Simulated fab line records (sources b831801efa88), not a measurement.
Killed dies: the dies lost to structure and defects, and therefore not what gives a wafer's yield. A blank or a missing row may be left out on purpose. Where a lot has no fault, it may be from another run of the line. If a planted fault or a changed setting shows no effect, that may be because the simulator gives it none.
Which tool did it? || flow gf180mcu || Sampling: 13 lots, 39 wafers, 6 of 602 route steps

## WHAT THE GAUGES READ, wafer by wafer
GF_HV_LDD_OVL_MEAS_20. Usual: HV_LDD_01_OVL typically reads 0.6 nm, with standard deviation 1.5.
{"lot": "L601", "measured": "day 10 21:16", "on": "overlay-01", "HV_LDD_01_OVL (nm)": "-2.1 0.3 0.1", "flag": ""}
{"lot": "L602", "measured": "day 11 04:20", "on": "overlay-02", "HV_LDD_01_OVL (nm)": "2.6 3.2 1.7", "flag": ""}
{"lot": "L603", "measured": "day 11 11:28", "on": "overlay-01", "HV_LDD_01_OVL (nm)": "-0.2 3.1 1.5", "flag": ""}
{"lot": "L605", "measured": "day 12 05:29", "on": "overlay-01", "HV_LDD_01_OVL (nm)": "3.9 2.6 -1.2", "flag": ""}
{"lot": "L608", "measured": "day 13 01:52", "on": "overlay-02", "HV_LDD_01_OVL (nm)": "0.5 0.0 -0.3", "flag": ""}
{"lot": "L610", "measured": "day 13 17:24", "on": "overlay-01", "HV_LDD_01_OVL (nm)": "1.7 2.3 0.9", "flag": ""}
{"lot": "L611", "measured": "day 13 22:46", "on": "overlay-02", "HV_LDD_01_OVL (nm)": "0.6 -0.6 0.5", "flag": ""}
{"lot": "L614", "measured": "day 14 19:56", "on": "overlay-02", "HV_LDD_01_OVL (nm)": "0.0 0.9 1.2", "flag": ""}
{"lot": "L615", "measured": "day 15 05:34", "on": "overlay-01", "HV_LDD_01_OVL (nm)": "0.8 0.9 1.6", "flag": ""}
{"lot": "L617", "measured": "day 16 01:55", "on": "overlay-01", "HV_LDD_01_OVL (nm)": "4.2 1.7 3.0", "flag": ""}
{"lot": "L620", "measured": "day 17 10:15", "on": "overlay-01", "HV_LDD_01_OVL (nm)": "1.6 2.8 1.7", "flag": ""}
{"lot": "L623", "measured": "day 17 20:54", "on": "overlay-01", "HV_LDD_01_OVL (nm)": "0.8 0.7 1.2", "flag": ""}
{"lot": "L624", "measured": "day 18 12:50", "on": "overlay-02", "HV_LDD_01_OVL (nm)": "0.8 2.3 1.0", "flag": ""}

GF_NSD_OVL_MEAS_08. Usual: NSD_OVL typically reads 0.0 nm, with standard deviation 1.6.
{"lot": "L601", "measured": "day 13 10:58", "on": "overlay-01", "NSD_OVL (nm)": "2.2 0.7 2.1", "flag": ""}
{"lot": "L602", "measured": "day 13 19:27", "on": "overlay-01", "NSD_OVL (nm)": "0.3 1.1 0.3", "flag": ""}
{"lot": "L603", "measured": "day 14 03:23", "on": "overlay-02", "NSD_OVL (nm)": "0.2 -2.1 -0.1", "flag": ""}
{"lot": "L605", "measured": "day 14 20:54", "on": "overlay-01", "NSD_OVL (nm)": "3.7 1.2 1.0", "flag": ""}
{"lot": "L608", "measured": "day 15 19:50", "on": "overlay-02", "NSD_OVL (nm)": "-0.4 0.8 0.6", "flag": ""}
{"lot": "L610", "measured": "day 16 11:06", "on": "overlay-01", "NSD_OVL (nm)": "0.9 3.4 3.8", "flag": ""}
{"lot": "L611", "measured": "day 16 17:21", "on": "overlay-02", "NSD_OVL (nm)": "0.1 -0.9 -0.5", "flag": ""}
{"lot": "L614", "measured": "day 17 16:23", "on": "overlay-01", "NSD_OVL (nm)": "-0.5 -1.0 -0.4", "flag": ""}
{"lot": "L615", "measured": "day 18 02:22", "on": "overlay-02", "NSD_OVL (nm)": "1.8 2.4 0.8", "flag": ""}
{"lot": "L617", "measured": "day 19 04:05", "on": "overlay-02", "NSD_OVL (nm)": "3.0 2.8 1.7", "flag": ""}
{"lot": "L620", "measured": "day 20 13:07", "on": "overlay-02", "NSD_OVL (nm)": "-1.1 -0.3 -1.8", "flag": ""}
{"lot": "L623", "measured": "day 21 02:18", "on": "overlay-02", "NSD_OVL (nm)": "-0.9 -1.0 0.3", "flag": ""}
{"lot": "L624", "measured": "day 21 17:29", "on": "overlay-01", "NSD_OVL (nm)": "-1.3 -0.3 0.0", "flag": ""}

GF_PSD_RS_MEAS_14: the measuring method here is four-point-probe. Usual: NSD_RS typically reads 46.17 ohm/sq, with standard deviation 0.11.
{"lot": "L601", "measured": "day 14 08:19", "on": "film metro-03", "NSD_RS (ohm/sq)": "45.97 45.94 46.01", "flag": ""}
{"lot": "L602", "measured": "day 14 16:01", "on": "film metro-03", "NSD_RS (ohm/sq)": "46.13 46.13 46.12", "flag": ""}
{"lot": "L603", "measured": "day 14 23:34", "on": "film metro-04", "NSD_RS (ohm/sq)": "46.13 46.21 46.28", "flag": ""}
{"lot": "L605", "measured": "day 15 19:05", "on": "film metro-04", "NSD_RS (ohm/sq)": "46.30 46.29 46.28", "flag": ""}
{"lot": "L608", "measured": "day 16 18:28", "on": "film metro-03", "NSD_RS (ohm/sq)": "46.07 46.18 46.20", "flag": ""}
{"lot": "L610", "measured": "day 17 09:47", "on": "film metro-03", "NSD_RS (ohm/sq)": "45.01 44.97 45.10", "flag": "OFF"}
{"lot": "L611", "measured": "day 17 15:23", "on": "film metro-03", "NSD_RS (ohm/sq)": "45.01 45.08 44.96", "flag": "OFF"}
{"lot": "L614", "measured": "day 18 16:19", "on": "film metro-04", "NSD_RS (ohm/sq)": "46.32 46.20 46.23", "flag": ""}
{"lot": "L615", "measured": "day 19 03:17", "on": "film metro-02", "NSD_RS (ohm/sq)": "45.18 45.07 45.09", "flag": "OFF"}
{"lot": "L617", "measured": "day 20 05:04", "on": "film metro-03", "NSD_RS (ohm/sq)": "46.01 45.98 46.12", "flag": ""}
{"lot": "L620", "measured": "day 21 13:48", "on": "film metro-02", "NSD_RS (ohm/sq)": "46.20 46.11 46.13", "flag": ""}
{"lot": "L623", "measured": "day 22 02:58", "on": "film metro-04", "NSD_RS (ohm/sq)": "46.28 46.31 46.30", "flag": ""}
{"lot": "L624", "measured": "day 22 16:54", "on": "film metro-03", "NSD_RS (ohm/sq)": "46.20 46.22 46.19", "flag": ""}

## WHICH TOOL RAN EACH LOT (tool, then ch and the chambers of the sampled wafers, then the start)
{"lot": "L601", "GF_HV_LDD_RTA_52": "rtp anneal-01 ch 0, day 12 12:52", "GF_NSD_IMPLANT_09": "implanter-01 ch 0, day 13 11:01", "GF_NSD_STRIP_11": "plasma asher-02 ch 0,1, day 13 11:19"}
{"lot": "L602", "GF_HV_LDD_RTA_52": "rtp anneal-02 ch 0, day 12 20:30", "GF_NSD_IMPLANT_09": "implanter-03 ch 0, day 13 19:32", "GF_NSD_STRIP_11": "plasma asher-02 ch 0,1, day 13 19:58"}
{"lot": "L603", "GF_HV_LDD_RTA_52": "rtp anneal-01 ch 0, day 13 03:58", "GF_NSD_IMPLANT_09": "implanter-01 ch 0, day 14 03:26", "GF_NSD_STRIP_11": "plasma asher-02 ch 0,1, day 14 03:44"}
{"lot": "L605", "GF_HV_LDD_RTA_52": "rtp anneal-02 ch 0, day 13 22:20", "GF_NSD_IMPLANT_09": "implanter-03 ch 0, day 14 20:56", "GF_NSD_STRIP_11": "plasma asher-04 ch 0,1, day 14 21:14"}
{"lot": "L608", "GF_HV_LDD_RTA_52": "rtp anneal-01 ch 0, day 14 19:52", "GF_NSD_IMPLANT_09": "implanter-01 ch 0, day 15 19:53", "GF_NSD_STRIP_11": "plasma asher-03 ch 0,1, day 15 20:11"}
{"lot": "L610", "GF_HV_LDD_RTA_52": "rtp anneal-01 ch 0, day 15 11:22", "GF_NSD_IMPLANT_09": "implanter-01 ch 0, day 16 11:11", "GF_NSD_STRIP_11": "plasma asher-02 ch 0,1, day 16 11:28"}
{"lot": "L611", "GF_HV_LDD_RTA_52": "rtp anneal-02 ch 0, day 15 16:58", "GF_NSD_IMPLANT_09": "implanter-01 ch 0, day 16 17:23", "GF_NSD_STRIP_11": "plasma asher-02 ch 0,1, day 16 17:41"}
{"lot": "L614", "GF_HV_LDD_RTA_52": "rtp anneal-01 ch 0, day 16 16:20", "GF_NSD_IMPLANT_09": "implanter-03 ch 0, day 17 16:26", "GF_NSD_STRIP_11": "plasma asher-04 ch 0,1, day 17 16:44"}
{"lot": "L615", "GF_HV_LDD_RTA_52": "rtp anneal-02 ch 0, day 17 02:14", "GF_NSD_IMPLANT_09": "implanter-01 ch 0, day 18 02:25", "GF_NSD_STRIP_11": "plasma asher-04 ch 0,1, day 18 02:43"}
{"lot": "L617", "GF_HV_LDD_RTA_52": "rtp anneal-02 ch 0, day 17 23:44", "GF_NSD_IMPLANT_09": "implanter-03 ch 0, day 19 04:10", "GF_NSD_STRIP_11": "plasma asher-02 ch 0,1, day 19 04:26"}
{"lot": "L620", "GF_HV_LDD_RTA_52": "rtp anneal-02 ch 0, day 19 10:07", "GF_NSD_IMPLANT_09": "implanter-01 ch 0, day 20 13:10", "GF_NSD_STRIP_11": "plasma asher-02 ch 0,1, day 20 13:26"}
{"lot": "L623", "GF_HV_LDD_RTA_52": "rtp anneal-02 ch 0, day 19 21:53", "GF_NSD_IMPLANT_09": "implanter-01 ch 0, day 21 02:22", "GF_NSD_STRIP_11": "plasma asher-03 ch 0,1, day 21 02:40"}
{"lot": "L624", "GF_HV_LDD_RTA_52": "rtp anneal-01 ch 0, day 20 14:24", "GF_NSD_IMPLANT_09": "implanter-04 ch 0, day 21 17:33", "GF_NSD_STRIP_11": "plasma asher-04 ch 0,1, day 21 17:49"}
- GF_HV_LDD_RTA_52: time 10 s.
- GF_NSD_IMPLANT_09
- GF_NSD_STRIP_11: strips in O2/N2.

## AS READ BY THE TOOLS THEMSELVES (means over the sampled wafers that have a number; for cases with no such wafer, the mark the record gives instead)
GF_HV_LDD_RTA_52. Usual: lamp power pct 33 %, standard deviation 3.6; wafer_temp_C_max 1006.1, standard deviation 1.5.
{"lot": "L601", "tool": "rtp anneal-01", "lamp power pct (%)": 37, "wafer_temp_C_max": 1005.8, "flag": ""}
{"lot": "L602", "tool": "rtp anneal-02", "lamp power pct (%)": 29, "wafer_temp_C_max": 1006.9, "flag": ""}
{"lot": "L603", "tool": "rtp anneal-01", "lamp power pct (%)": 37, "wafer_temp_C_max": 1004.7, "flag": ""}
{"lot": "L605", "tool": "rtp anneal-02", "lamp power pct (%)": 30, "wafer_temp_C_max": 1006.3, "flag": ""}
{"lot": "L608", "tool": "rtp anneal-01", "lamp power pct (%)": 37, "wafer_temp_C_max": 1006.4, "flag": ""}
{"lot": "L610", "tool": "rtp anneal-01", "lamp power pct (%)": 37, "wafer_temp_C_max": 1005.8, "flag": ""}
{"lot": "L611", "tool": "rtp anneal-02", "lamp power pct (%)": 29, "wafer_temp_C_max": 1007.7, "flag": ""}
{"lot": "L614", "tool": "rtp anneal-01", "lamp power pct (%)": 37, "wafer_temp_C_max": 1005.1, "flag": ""}
{"lot": "L615", "tool": "rtp anneal-02", "lamp power pct (%)": 29, "wafer_temp_C_max": 1007.0, "flag": ""}
{"lot": "L617", "tool": "rtp anneal-02", "lamp power pct (%)": 29, "wafer_temp_C_max": 1006.6, "flag": ""}
{"lot": "L620", "tool": "rtp anneal-02", "lamp power pct (%)": 30, "wafer_temp_C_max": 1007.8, "flag": ""}
{"lot": "L623", "tool": "rtp anneal-02", "lamp power pct (%)": 29, "wafer_temp_C_max": 1006.6, "flag": ""}
{"lot": "L624", "tool": "rtp anneal-01", "lamp power pct (%)": 37, "wafer_temp_C_max": 1005.4, "flag": ""}

GF_NSD_IMPLANT_09. Usual: beam energy keV at 59.998, with a standard deviation of 0.02.
{"lot": "L601", "tool": "implanter-01", "beam energy keV": 60.005, "flag": ""}
{"lot": "L602", "tool": "implanter-03", "beam energy keV": 59.996, "flag": ""}
{"lot": "L603", "tool": "implanter-01", "beam energy keV": 59.997, "flag": ""}
{"lot": "L605", "tool": "implanter-03", "beam energy keV": 60.010, "flag": ""}
{"lot": "L608", "tool": "implanter-01", "beam energy keV": 60.017, "flag": ""}
{"lot": "L610", "tool": "implanter-01", "beam energy keV": 63.759, "flag": "OFF"}
{"lot": "L611", "tool": "implanter-01", "beam energy keV": 63.764, "flag": "OFF"}
{"lot": "L614", "tool": "implanter-03", "beam energy keV": 59.979, "flag": ""}
{"lot": "L615", "tool": "implanter-01", "beam energy keV": 63.762, "flag": "OFF"}
{"lot": "L617", "tool": "implanter-03", "beam energy keV": 60.016, "flag": ""}
{"lot": "L620", "tool": "implanter-01", "beam energy keV": 59.999, "flag": ""}
{"lot": "L623", "tool": "implanter-01", "beam energy keV": 59.969, "flag": ""}
{"lot": "L624", "tool": "implanter-04", "beam energy keV": 59.980, "flag": ""}

GF_NSD_STRIP_11. Usual: drypump motor current A 6.12 A, standard deviation 0.2; heater power w 339 W, standard deviation 20; oes product au 0.487 a.u., standard deviation 0.0041; strip time to endpoint s 22.95 s, standard deviation 0.034.
{"lot": "L601", "tool": "plasma asher-02", "drypump motor current A (A)": 6.18, "heater power w (W)": 333, "oes product au (a.u.)": 0.484, "strip time to endpoint s (s)": 22.95, "flag": ""}
{"lot": "L602", "tool": "plasma asher-02", "drypump motor current A (A)": 6.16, "heater power w (W)": 333, "oes product au (a.u.)": 0.486, "strip time to endpoint s (s)": 22.96, "flag": ""}
{"lot": "L603", "tool": "plasma asher-02", "drypump motor current A (A)": 6.20, "heater power w (W)": 332, "oes product au (a.u.)": 0.487, "strip time to endpoint s (s)": 22.94, "flag": ""}
{"lot": "L605", "tool": "plasma asher-04", "drypump motor current A (A)": 6.10, "heater power w (W)": 323, "oes product au (a.u.)": 0.489, "strip time to endpoint s (s)": 22.98, "flag": ""}
{"lot": "L608", "tool": "plasma asher-03", "drypump motor current A (A)": 5.93, "heater power w (W)": 354, "oes product au (a.u.)": 0.486, "strip time to endpoint s (s)": 22.99, "flag": ""}
{"lot": "L610", "tool": "plasma asher-02", "drypump motor current A (A)": 6.22, "heater power w (W)": 338, "oes product au (a.u.)": 0.483, "strip time to endpoint s (s)": 23.44, "flag": "OFF"}
{"lot": "L611", "tool": "plasma asher-02", "drypump motor current A (A)": 6.18, "heater power w (W)": 336, "oes product au (a.u.)": 0.485, "strip time to endpoint s (s)": 23.50, "flag": "OFF"}
{"lot": "L614", "tool": "plasma asher-04", "drypump motor current A (A)": 6.10, "heater power w (W)": 321, "oes product au (a.u.)": 0.490, "strip time to endpoint s (s)": 22.97, "flag": ""}
{"lot": "L615", "tool": "plasma asher-04", "drypump motor current A (A)": 6.09, "heater power w (W)": 327, "oes product au (a.u.)": 0.481, "strip time to endpoint s (s)": 23.45, "flag": "OFF"}
{"lot": "L617", "tool": "plasma asher-02", "drypump motor current A (A)": 6.19, "heater power w (W)": 334, "oes product au (a.u.)": 0.486, "strip time to endpoint s (s)": 23.01, "flag": ""}
{"lot": "L620", "tool": "plasma asher-02", "drypump motor current A (A)": 6.18, "heater power w (W)": 333, "oes product au (a.u.)": 0.486, "strip time to endpoint s (s)": 22.99, "flag": ""}
{"lot": "L623", "tool": "plasma asher-03", "drypump motor current A (A)": 5.95, "heater power w (W)": 352, "oes product au (a.u.)": 0.485, "strip time to endpoint s (s)": 22.92, "flag": ""}
{"lot": "L624", "tool": "plasma asher-04", "drypump motor current A (A)": 5.97, "heater power w (W)": 339, "oes product au (a.u.)": 0.486, "strip time to endpoint s (s)": 22.93, "flag": ""}

## THE ANSWER, worked out from the rows above alone
Rule: take the mean of a lot's wafers that have a number; if it is more than 3 standard deviations from the usual mean, the lot is off. A lot without any number at a reading at which 4 lots or more have one is off too. Where the step has rows for the other lots, those lots are counted as sound. First the gauges in route order, then the tools' own readings, where a lot's mean is used as printed above. The first step at which some lot is off is used, and at that step the reading that is off furthest; a lot without a number counts as furthest.
Off: L610, L611, L615, seen at GF_PSD_RS_MEAS_14 (NSD_RS).
If a tool, at a process step before that reading, ran all the lots that are off and no sound lot after the first of them, it fits. Not tried: the gauges at GF_PSD_RS_MEAS_14; whatever is off there is also off at GF_NSD_IMPLANT_09, on other tools, and gauge error can't account for it. None of those tried fits.

## WHAT HAD BEEN PUT IN BY THE SIMULATOR
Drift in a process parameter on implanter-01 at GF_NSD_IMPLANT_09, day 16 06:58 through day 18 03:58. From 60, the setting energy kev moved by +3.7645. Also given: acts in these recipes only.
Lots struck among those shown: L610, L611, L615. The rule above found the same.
